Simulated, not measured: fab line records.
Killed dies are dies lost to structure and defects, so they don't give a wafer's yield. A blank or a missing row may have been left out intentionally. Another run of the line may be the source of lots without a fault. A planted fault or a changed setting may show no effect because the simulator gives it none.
Split-lot experiment | flow gf180mcu | route with 602 steps; 5 lots, 23 wafers read

== THE SPLIT ==
At GF_V5_CMP_04 (polishes SiO2), the setting leaveAboveRefNm was moved away from the recipe's 855 nm on 7 of the 23 wafers read, by -5.2% to +6.8%. The other wafers ran this setting at the recipe's value.

There is no step in the file separating the split from the reading.

== THE READING ==
oesProductAu, in a.u., at GF_V5_ETCH_17 (etches SiO2 in C4F8/O2/Ar, stops on TiN, target depth 855 nm). Typical for fault-free wafers on this fab line: 0.859 a.u., with standard deviation 0.0046 a.u.

wafer  | tool, chamber at the split | leaveAboveRefNm as run, nm | against the recipe | oesProductAu, a.u. | against lot-mates on the recipe
L075.1 | cmp-02, 1                  | 855                        | recipe             | 0.857              | -
L075.2 | cmp-02, 2                  | 855                        | recipe             | 0.861              | -
L075.4 | cmp-02, 0                  | 810.5                      | -5.2%              | 0.842              | -0.017
L075.5 | cmp-02, 3                  | 810.5                      | -5.2%              | 0.834              | -0.025
L075.6 | cmp-02, 2                  | 855                        | recipe             | 0.858              | -
L082.1 | cmp-02, 2                  | 855                        | recipe             | 0.862              | -
L082.2 | cmp-02, 3                  | 855                        | recipe             | 0.858              | -
L082.3 | cmp-02, 1                  | 855                        | recipe             | 0.852              | -
L082.4 | cmp-02, 0                  | 855                        | recipe             | 0.864              | -
L082.5 | cmp-02, 1                  | 855                        | recipe             | 0.855              | -
L083.2 | cmp-01, 1                  | 855                        | recipe             | 0.863              | -
L083.3 | cmp-01, 2,3                | 855                        | recipe             | 0.868              | -
L083.4 | cmp-01, 2,3                | 855                        | recipe             | 0.859              | -
L084.1 | cmp-02, 1                  | 899.8                      | +5.2%              | 0.887              | +0.032
L084.2 | cmp-02, 3                  | 855                        | recipe             | 0.855              | -
L084.3 | cmp-02, 2                  | 855                        | recipe             | 0.856              | -
L084.4 | cmp-02, 0,3                | 899.8                      | +5.2%              | 0.878              | +0.023
L084.5 | cmp-02, 0,3                | 899.8                      | +5.2%              | 0.881              | +0.026
L085.1 | cmp-02, 3                  | 913.3                      | +6.8%              | 0.895              | +0.037
L085.2 | cmp-02, 0                  | 855                        | recipe             | 0.860              | -
L085.3 | cmp-02, 2                  | 913.3                      | +6.8%              | 0.886              | +0.028
L085.4 | cmp-02, 1                  | 855                        | recipe             | 0.854              | -
L085.6 | cmp-02, 2                  | 855                        | recipe             | 0.859              | -
Rows listing several chambers each stand for several wafers; the file does not say which wafer went through which chamber.

FIT RESULTS
A straight line over all 23 wafers: oesProductAu changes by +0.00438 a.u. for each +1% of leaveAboveRefNm; r = +0.96; the points scatter about the line by 0.0043 a.u.
The same after taking each lot's own level away (the mean of its wafers on the recipe; 23 wafers): +0.00465 a.u. for each +1%; r = +0.97; scatter 0.0039 a.u.
The reading moves by 0.032 a.u. for the largest change in leaveAboveRefNm, on that fit.
Across the lots, their own levels run from 0.8555 to 0.8633 a.u., a range of 1.7 times the standard deviation given above.
The two slopes are in agreement: the lot-to-lot level therefore moves the slope only a little.
Check: +0.031 a.u. against its lot-mates is what the line predicts for one of the wafers moved furthest among these (+6.8%) when that wafer is left out of the fit. It came out at +0.0373 a.u. against them.

== OTHER SPLITS ON THESE WAFERS ==
Note: prior to the reading, these wafers also went through further splits. Each is held against what the fit with the lots' levels taken away leaves over:
other split on the same wafers | wafers away from the commonest value | r with oesProductAu (lot level and that fit taken away)
GF_MIM_SPUTTER_08 timeS        | 9                                    | +0.15
GF_MIM_DEVELOP_18 devTempC     | 6                                    | +0.03

== THE WHOLE CHAIN: every reading that the file lists as answering this split, in the file's order ==
step          | what it does                                                 | reading                                                                  | change (the file's fit)                   | r (the file's)
GF_V5_CMP_04  | polishes SiO2                                                | SiO2_of_V5_CVD_02.thkNm (the simulator's own value, which no gauge read) | +8.58 nm for each +1% of the setting      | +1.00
GF_V5_ETCH_17 | etches SiO2 in C4F8/O2/Ar, stops on TiN, target depth 855 nm | oesProductAu                                                             | +0.00463 a.u. for each +1% of the setting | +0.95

== FILE'S OWN FIT ==
oesProductAu changes by +0.00463 a.u. for each +1% of leaveAboveRefNm, r = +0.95.
